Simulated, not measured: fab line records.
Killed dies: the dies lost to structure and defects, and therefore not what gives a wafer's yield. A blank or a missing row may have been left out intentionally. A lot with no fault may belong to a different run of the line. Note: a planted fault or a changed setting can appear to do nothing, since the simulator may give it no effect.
Which tool was responsible?    flow gf180mcu    42 wafers from 14 lots sampled at 4 of the route's 602 steps

== WHAT EACH GAUGE READ, for each wafer ==
GF_VT_IMPLANT_TW_MEAS_10. Usual: VT_IMPLANT_TW 561.8, standard deviation 3.
lot   measured      on             VT_IMPLANT_TW      flag
L396  day 5 12:56   film metro-02  563.5 565.5 566.4  
L397  day 5 20:29   film metro-02  561.2 562.5 566.2  
L400  day 6 15:07   film metro-01  558.5 557.8 556.7  
L401  day 6 22:15   film metro-02  565.8 563.3 565.5  
L402  day 7 04:32   film metro-01  563.6 562.4 562.6  
L403  day 7 10:57   film metro-03  554.9 555.2 555.0  
L407  day 8 10:31   film metro-02  562.6 562.9 560.9  
L408  day 8 17:55   film metro-02  564.4 564.3 564.4  
L409  day 9 00:51   film metro-02  562.4 560.8 561.8  
L410  day 9 05:17   film metro-02  563.1 563.6 564.5  
L412  day 9 15:25   film metro-02  561.8 564.8 559.7  
L414  day 10 07:25  film metro-01  550.7 550.1 549.1  OFF
L416  day 10 19:28  film metro-02  554.3 552.5 549.7  OFF
L419  day 11 13:01  film metro-02  563.0 560.0 562.3  

GF_M4_CD_MEAS_14: target cd 280 nm. Usual: cd nm 280.0 nm, standard deviation 1.3.
lot   measured      on         cd nm (nm)         flag
L396  day 23 06:32  cd sem-01  278.7 278.0 279.6  
L397  day 23 19:14  cd sem-01  278.4 277.7 278.4  
L400  day 24 18:02  cd sem-01  278.4 278.6 280.4  
L401  day 25 06:37  cd sem-02  281.7 283.0 282.2  
L402  day 25 13:37  cd sem-02  281.0 281.0 280.3  
L403  day 26 00:23  cd sem-02  280.0 279.8 280.3  
L407  day 27 03:29  cd sem-02  280.3 279.9 280.3  
L408  day 27 11:59  cd sem-01  279.0 278.1 278.1  
L409  day 27 17:54  cd sem-02  279.5 279.2 280.3  
L410  day 28 00:12  cd sem-02  280.5 283.2 281.7  
L412  day 28 14:26  cd sem-02  279.8 279.2 279.7  
L414  day 29 05:08  cd sem-01  279.4 279.8 279.6  
L416  day 29 20:50  cd sem-02  278.6 281.6 281.2  
L419  day 30 10:24  cd sem-01  279.4 280.4 279.5  

== WHICH TOOL RAN EACH LOT (tool, then ch and the chambers of the sampled wafers, then the start) ==
lot   GF_VT_IMPLANT_IMPLANT_08         GF_M4_SPUTTER_00
L396  implanter-03 ch 0, day 5 12:41   pvd sputter-02, day 22 06:59
L397  implanter-02 ch 0, day 5 20:14   pvd sputter-01, day 22 20:22
L400  implanter-02 ch 0, day 6 14:50   pvd sputter-04, day 23 19:39
L401  implanter-01 ch 0, day 6 22:02   pvd sputter-01, day 24 08:35
L402  implanter-02 ch 0, day 7 04:18   pvd sputter-04, day 24 16:02
L403  implanter-03 ch 0, day 7 10:44   pvd sputter-02, day 25 03:14
L407  implanter-01 ch 0, day 8 10:16   pvd sputter-01, day 26 07:22
L408  implanter-02 ch 0, day 8 17:40   pvd sputter-01, day 26 15:01
L409  implanter-03 ch 0, day 9 00:39   pvd sputter-04, day 26 21:41
L410  implanter-01 ch 0, day 9 05:03   pvd sputter-01, day 27 03:25
L412  implanter-02 ch 0, day 9 15:10   pvd sputter-02, day 27 18:39
L414  implanter-02 ch 0, day 10 07:10  pvd sputter-02, day 28 09:56
L416  implanter-02 ch 0, day 10 19:13  pvd sputter-04, day 29 01:26
L419  implanter-01 ch 0, day 11 12:46  pvd sputter-02, day 29 16:09
- GF_VT_IMPLANT_IMPLANT_08
- GF_M4_SPUTTER_00: material Ti, target thk 37.5 nm, time 150 s.

== AS READ BY THE TOOLS THEMSELVES (means over the sampled wafers that have a number; for cases with no such wafer, the mark the record gives instead) ==
GF_M4_SPUTTER_00. Usual: throttle valve pct 30.0 %, standard deviation 1.2.
lot   tool            throttle valve pct (%)  flag
L396  pvd sputter-02  29.5                    
L397  pvd sputter-01  30.4                    
L400  pvd sputter-04  30.1                    
L401  pvd sputter-01  29.5                    
L402  pvd sputter-04  28.5                    
L403  pvd sputter-02  30.2                    
L407  pvd sputter-01  30.3                    
L408  pvd sputter-01  30.5                    
L409  pvd sputter-04  30.2                    
L410  pvd sputter-01  30.5                    
L412  pvd sputter-02  30.2                    
L414  pvd sputter-02  30.3                    
L416  pvd sputter-04  31.0                    
L419  pvd sputter-02  29.7                    

== THE ANSWER, worked out from the rows above alone ==
Rule: take the mean of a lot's wafers that have a number; if it is more than 3 standard deviations from the usual mean, the lot is off. Also off: a lot with no number at a reading for which 4 or more lots have one. Any other lot the step has rows for is counted as sound. After the gauges, taken in route order, come the tools' own readings; for these a lot's mean is taken, as printed above. At the first step where some lot is off, the reading lying furthest off is the one used; lots without a number count as furthest.
Off: L414, L416, seen at GF_VT_IMPLANT_TW_MEAS_10 (VT_IMPLANT_TW).
A tool fits if, at a process step before that reading, it ran every lot that is off, and no sound lot after the first of them. The gauges at GF_VT_IMPLANT_TW_MEAS_10 are tried like those tools. One fits: GF_VT_IMPLANT_IMPLANT_08 on implanter-02. Its last sound lot is L412 (day 9 15:10), its first lot that is off L414 (day 10 07:10): a fault that began between those two fits.

== WHAT THE SIMULATOR HAD INSERTED ==
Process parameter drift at GF_VT_IMPLANT_IMPLANT_08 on implanter-02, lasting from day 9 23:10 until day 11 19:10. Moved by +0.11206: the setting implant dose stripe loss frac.
Struck lots among those shown: L414, L416. The same result came from the rule above.
